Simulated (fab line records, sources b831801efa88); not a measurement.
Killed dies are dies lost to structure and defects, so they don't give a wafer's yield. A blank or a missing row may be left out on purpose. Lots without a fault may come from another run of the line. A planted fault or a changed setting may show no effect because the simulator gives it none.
fab line records | flow gf180mcu
record lots=13 wafers=39 last_day=34
route steps=602 shown VT_IMPLANT@111 DUAL_GATE@154 HV_LDD@219 NSD@247
lots that met no fault: from a run of the same line without faults
start_h: hours from the record's first day to the start of the lot's first wafer shown | wait_h: hours since the lot's step before | " the same as in the row above | L1.1+2: a row that stands for several wafers | - no value, or no start given | * or withheld: withheld | < > ~ a bound
route shown NAME@n: a module of which the file shows steps, and the number in the route of the first | usual: mean/standard deviation of fault-free wafers | same: alike in all rows | chamber/n: place in a boat | sites: the reading at each site | _std_site: their standard deviation | _edge_site: outer sites' mean less inner sites' | radius_mm: how far each site lies from the wafer's centre | mask NAME#n: copy n | behind: the tool/chamber that last shaped the wafer | hold: why the lot was held/for how many hours/how that ended | device: the transistor (n, p or np) that didn't switch | end of line: the same wafers' tests at the end of the route | a step without rows: its recipe alone | killed: dies lost to structure and defects at the first sort, not the wafer's yield | map: a wafer's dies, x killed, . not, _ none there
set.NAME: the setting as run; set.NAME@STEP: as run at that earlier step | model.NAME: the simulator's own value behind a step, which no gauge read
steps of the route over a sample of lots; a table a step, a row a wafer
services: from which hour (start_h, from the record's first day; less than 0 if before it) a tool's chamber was out of use, for how many hours, and why
## steps
# step GF_VT_IMPLANT_TW_MEAS_21
# usual VT_IMPLANT_2_TW=1209/7.9
# columns lot.wafer tool chamber start_h wait_h VT_IMPLANT_2_TW
L634.1 film_metro-03 - 125.08 0.1 1225
L634.4 " - " " 1219
L634.6 " - " " 1222
L636.1 film_metro-03 - 139.13 0.1 1217
L636.2 " - " " 1221
L636.4 " - " " 1219
L637.2 film_metro-04 - 146.14 0.1 1203
L637.5 " - " " 1201
L637.6 " - " " 1194
L638.1 film_metro-04 - 150.48 0.1 1197
L638.2 " - " " 1203
L638.3 " - " " 1207
L639.2 film_metro-03 - 158.84 0.1 1215
L639.4 " - " " 1217
L639.5 " - " " 1222
L640.1 film_metro-01 - 169.23 0.1 1212
L640.4 " - " " 1208
L640.6 " - " " 1207
L641.1 film_metro-01 - 171.58 0.1 1209
L641.2 " - " " 1212
L641.3 " - " " 1211
L645.2 film_metro-01 - 196.79 0.1 1217
L645.3 " - " " 1215
L645.5 " - " " 1211
L646.3 film_metro-01 - 202.70 0.1 1216
L646.5 " - " " 1209
L646.6 " - " " 1211
L649.1 film_metro-01 - 221.23 0.1 1207
L649.4 " - " " 1212
L649.5 " - " " 1204
L650.1 film_metro-04 - 227.28 0.1 1199
L650.4 " - " " 1211
L650.6 " - " " 1206
L655.1 film_metro-01 - 264.93 0.1 1203
L655.5 " - " " 1212
L655.6 " - " " 1219
L656.2 film_metro-01 - 266.34 0.1 1206
L656.3 " - " " 1207
L656.5 " - " " 1205
# step GF_DUAL_GATE_STRIP_13
# recipe chemistry=O2/N2 power_w=1400 pressure_mtorr=1500 platen_temp_c=250 o2_flow_sccm=3000 n2_flow_sccm=300 overash_fraction=0.5
# usual drypump_motor_current_A=6.32/0.27 heater_power_w=347/30 oes_product_au=0.716/0.0048 strip_time_to_endpoint_s=12.66/0.037
# columns lot.wafer tool chamber start_h wait_h drypump_motor_current_A heater_power_w oes_product_au rf_hours_counter_h strip_time_to_endpoint_s
L634.1 plasma_asher-01 0 174.46 0.0 6.57 347 0.719 53 12.71
L634.4 " 0 " " 6.55 356 0.719 - 12.68
L634.6 " 0 " " 6.56 359 0.715 - 12.72
L636.1 plasma_asher-01 1 191.41 0.0 6.53 381 0.719 55 12.66
L636.2 " 0 " " 6.54 353 0.714 55 12.67
L636.4 " 1 " " 6.52 368 0.716 - 12.69
L637.2 plasma_asher-02 1 199.01 0.0 6.63 373 0.725 54 12.67
L637.5 " 1 " " 6.61 392 0.716 - 12.62
L637.6 " 0 " " 6.06 314 0.711 - 12.68
L638.1 plasma_asher-02 0 202.22 0.0 6.08 319 0.720 54 12.69
L638.2 " 1 " " 6.66 376 0.718 54 12.69
L638.3 " 0 " " 6.07 320 0.716 - 12.69
L639.2 plasma_asher-02 0 211.06 0.0 6.05 317 0.719 55 12.69
L639.4 " 1 " " 6.64 376 0.717 - 12.68
L639.5 " 0 " " 6.07 316 0.711 - 12.69
L640.1 plasma_asher-01 1 223.18 0.0 6.51 373 0.713 58 12.65
L640.4 " 1 " " 6.51 371 0.718 - 12.68
L640.6 " 1 " " 6.52 372 0.720 - 12.68
L641.1 plasma_asher-03 0 225.46 0.0 5.93 356 0.724 11 12.64
L641.2 " 1 " " 6.26 295 0.715 11 12.69
L641.3 " 1 " " 6.23 301 0.715 - 12.66
L645.2 plasma_asher-01 0 253.20 0.0 6.56 349 0.724 61 12.71
L645.3 " 1 " " 6.55 364 0.711 - 12.70
L645.5 " 1 " " 6.54 378 0.714 - 12.68
L646.3 plasma_asher-02 0 258.55 0.0 6.08 327 0.716 - 12.64
L646.5 " 1 " " 6.64 370 0.716 - 12.61
L646.6 " 0 " " 6.08 308 0.719 - 12.66
L649.1 plasma_asher-02 1 279.52 0.0 6.63 381 0.711 62 12.73
L649.4 " 1 " " 6.63 381 0.720 - 12.74
L649.5 " 0 " " 6.07 324 0.709 - 12.72
L650.1 plasma_asher-03 1 286.14 0.0 6.23 297 0.711 17 12.62
L650.4 " 1 " " 6.25 299 0.715 - 12.63
L650.6 " 0 " " 5.92 357 0.713 - 12.65
L655.1 plasma_asher-01 0 326.71 0.0 6.57 348 0.718 69 12.71
L655.5 " 0 " " 6.53 349 0.708 - 12.69
L655.6 " 1 " " 6.53 374 0.709 - 12.71
L656.2 plasma_asher-02 0 330.31 0.0 6.06 320 0.719 67 12.69
L656.3 " 0 " " 6.07 321 0.705 - 12.70
L656.5 " 1 " " 6.64 375 0.726 - 12.61
# step GF_HV_LDD_EXPOSE_43
# recipe mask_id=Pplus_HV_AREA target_cd_nm=400 na=0.6 source_shape=conventional sigma_outer=0.6 dose_mj=140
# usual exposure_dose_mJ_cm2=140.00/0.12 focus_offset_nm=0.1/0.57
# columns lot.wafer tool chamber start_h wait_h mask exposure_dose_mJ_cm2 focus_offset_nm
L634.1 iline_stepper-01 0 263.26 - Pplus_HV_AREA#0 140.19 0.4
L634.4 " 0 " " Pplus_HV_AREA#0 140.05 -1.0
L634.6 " 0 " " Pplus_HV_AREA#0 140.03 0.8
L636.1 iline_stepper-02 0 279.31 - Pplus_HV_AREA#0 140.13 -0.5
L636.2 " 0 " " Pplus_HV_AREA#0 140.00 0.0
L636.4 " 0 " " Pplus_HV_AREA#0 139.95 0.1
L637.2 iline_stepper-02 0 287.96 - Pplus_HV_AREA#0 139.98 0.4
L637.5 " 0 " " Pplus_HV_AREA#0 139.94 1.5
L637.6 " 0 " " Pplus_HV_AREA#0 139.89 1.1
L638.1 iline_stepper-02 0 297.09 - Pplus_HV_AREA#0 140.11 -0.9
L638.2 " 0 " " Pplus_HV_AREA#0 140.13 0.5
L638.3 " 0 " " Pplus_HV_AREA#0 140.06 0.5
L639.2 iline_stepper-01 0 303.25 - Pplus_HV_AREA#0 140.07 -0.1
L639.4 " 0 " " Pplus_HV_AREA#0 140.05 0.8
L639.5 " 0 " " Pplus_HV_AREA#0 139.89 0.7
L641.1 iline_stepper-01 0 319.05 - Pplus_HV_AREA#0 139.88 0.2
L641.2 " 0 " " Pplus_HV_AREA#0 139.72 0.2
L641.3 " 0 " " Pplus_HV_AREA#0 139.79 0.5
L640.1 iline_stepper-02 0 319.36 - Pplus_HV_AREA#0 140.04 1.5
L640.4 " 0 " " Pplus_HV_AREA#0 140.06 0.8
L640.6 " 0 " " Pplus_HV_AREA#0 139.98 0.8
L645.2 iline_stepper-02 0 351.06 - Pplus_HV_AREA#0 139.97 0.0
L645.3 " 0 " " Pplus_HV_AREA#0 139.91 0.0
L645.5 " 0 " " Pplus_HV_AREA#0 140.13 0.1
L646.3 iline_stepper-02 0 359.29 - Pplus_HV_AREA#0 140.02 -0.1
L646.5 " 0 " " Pplus_HV_AREA#0 140.14 0.6
L646.6 " 0 " " Pplus_HV_AREA#0 139.76 0.3
L649.1 iline_stepper-01 0 381.93 - Pplus_HV_AREA#0 149.11 -0.1
L649.4 " 0 " " Pplus_HV_AREA#0 149.17 -0.1
L649.5 " 0 " " Pplus_HV_AREA#0 149.22 -0.8
L650.1 iline_stepper-01 0 390.29 - Pplus_HV_AREA#0 149.22 0.1
L650.4 " 0 " " Pplus_HV_AREA#0 149.39 0.4
L650.6 " 0 " " Pplus_HV_AREA#0 149.35 -0.9
L655.1 iline_stepper-02 0 435.01 - Pplus_HV_AREA#0 140.15 -0.3
L655.5 " 0 " " Pplus_HV_AREA#0 140.16 0.1
L655.6 " 0 " " Pplus_HV_AREA#0 140.11 0.6
L656.2 iline_stepper-02 0 441.12 - Pplus_HV_AREA#0 139.98 -0.2
L656.3 " 0 " " Pplus_HV_AREA#0 139.78 -0.5
L656.5 " 0 " " Pplus_HV_AREA#0 139.86 -0.3
# step GF_HV_LDD_CD_MEAS_46
# recipe target_cd_nm=400
# usual cd_nm=399.8/2.3
# columns lot.wafer tool chamber start_h wait_h cd_nm
L634.1 cd_sem-02 - 272.84 0.1 401.1
L634.4 " - " " 401.7
L634.6 " - " " 399.6
L636.1 cd_sem-02 - 289.14 0.1 401.3
L636.2 " - " " 402.1
L636.4 " - " " 403.2
L637.2 cd_sem-02 - 297.41 0.1 403.9
L637.5 " - " " 405.6
L637.6 " - " " 405.2
L638.1 cd_sem-02 - 307.49 0.1 400.9
L638.2 " - " " 403.0
L638.3 " - " " 402.9
L639.2 cd_sem-01 - 313.56 0.1 400.4
L639.4 " - " " 400.0
L639.5 " - " " 401.2
L641.1 cd_sem-01 - 329.90 0.1 397.5
L641.2 " - " " 397.2
L641.3 " - " " 397.2
L640.1 cd_sem-01 - 330.20 0.1 398.7
L640.4 " - " " 398.1
L640.6 " - " " 400.0
L645.2 cd_sem-02 - 362.32 0.1 396.0
L645.3 " - " " 395.9
L645.5 " - " " 395.0
L646.3 cd_sem-01 - 369.89 0.1 403.9
L646.5 " - " " 403.6
L646.6 " - " " 402.7
L649.1 cd_sem-02 - 392.84 0.1 416.5
L649.4 " - " " 415.5
L649.5 " - " " 417.5
L650.1 cd_sem-01 - 401.74 0.1 417.3
L650.4 " - " " 418.0
L650.6 " - " " 416.8
L655.1 cd_sem-01 - 447.00 0.1 401.6
L655.5 " - " " 399.7
L655.6 " - " " 398.4
L656.2 cd_sem-02 - 453.41 0.1 399.7
L656.3 " - " " 400.6
L656.5 " - " " 400.5
# step GF_NSD_TW_MEAS_12
# usual NSD_TW=4219/31
# columns lot.wafer tool chamber start_h wait_h NSD_TW
L634.1 film_metro-04 - 295.79 0.1 4189
L634.4 " - " " 4168
L634.6 " - " " 4210
L636.1 film_metro-04 - 312.89 0.1 4226
L636.2 " - " " 4225
L636.4 " - " " 4201
L637.2 film_metro-04 - 321.75 0.1 4205
L637.5 " - " " 4217
L637.6 " - " " 4216
L638.1 film_metro-04 - 332.49 0.1 4217
L638.2 " - " " 4219
L638.3 " - " " 4206
L639.2 film_metro-04 - 337.80 0.1 4203
L639.4 " - " " 4191
L639.5 " - " " 4199
L641.1 film_metro-01 - 355.55 0.1 4201
L641.2 " - " " 4214
L641.3 " - " " 4211
L640.1 film_metro-04 - 356.74 0.1 4223
L640.4 " - " " 4201
L640.6 " - " " 4230
L645.2 film_metro-01 - 389.05 0.1 4210
L645.3 " - " " 4236
L645.5 " - " " 4232
L646.3 film_metro-04 - 396.12 0.1 4180
L646.5 " - " " 4170
L646.6 " - " " 4177
L649.1 film_metro-04 - 420.84 0.1 4156
L649.4 " - " " 4176
L649.5 " - " " 4190
L650.1 film_metro-01 - 429.59 0.1 4220
L650.4 " - " " 4188
L650.6 " - " " 4216
L655.1 film_metro-03 - 473.99 0.1 4250
L655.5 " - " " 4244
L655.6 " - " " 4218
L656.2 film_metro-04 - 480.70 0.1 4191
L656.3 " - " " 4204
L656.5 " - " " 4187
## services
# columns tool chamber start_h hours kind
plasma_asher-03 - 166.68 1.1 repair
iline_stepper-02 0 194.45 - calibration
iline_stepper-01 - 206.71 1.7 pm
iline_stepper-02 - 228.06 2.1 pm
plasma_asher-01 - 228.96 2.2 repair
iline_stepper-02 - 230.14 - consumable_replace:lamp
iline_stepper-01 - 276.83 5.5 repair
iline_stepper-02 - 302.54 1.7 pm
iline_stepper-01 0 347.75 - calibration
iline_stepper-01 - 350.02 28.9 pm
plasma_asher-03 - 381.61 0.5 repair
iline_stepper-02 0 409.03 - calibration
plasma_asher-02 - 421.25 9.0 pm
plasma_asher-02 0 421.25 9.0 vent_cycle
plasma_asher-02 1 421.25 9.0 vent_cycle
iline_stepper-01 - 424.89 1.7 pm
plasma_asher-02 0 430.25 - clean
plasma_asher-02 1 430.25 - clean
## key
first_sign step=GF_HV_LDD_EXPOSE_43 reading=exposure_dose_mJ_cm2 direction=up sigmas=75 usual=140.00 struck=149.24
effect step=GF_HV_LDD_CD_MEAS_46 reading=cd_nm direction=up sigmas=7.4 usual=399.8 struck=417.0
met_at GF_HV_LDD_EXPOSE_43
struck_lots L649,L650
tester_left_out L649,L650
not_acting_at GF_VT_IMPLANT_TW_MEAS_21,GF_DUAL_GATE_STRIP_13,GF_NSD_TW_MEAS_12
onset_between 319.05 381.93
fault kind=process_parameter_drift tool=iline_stepper-01 chamber=- onset_h=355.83 steps=GF_HV_LDD_EXPOSE_43 channel=dose_mj offset=9.3348 shape=step acts_in=these_recipes_only stated=140
# tester_left_out: of these lots the tester's yield and bins aren't shown, on N5 and GAA mostly nor the transistor test; their killed dies are dies lost to structure and defects alone, not to doping, threshold or leakage, so they don't give the yield
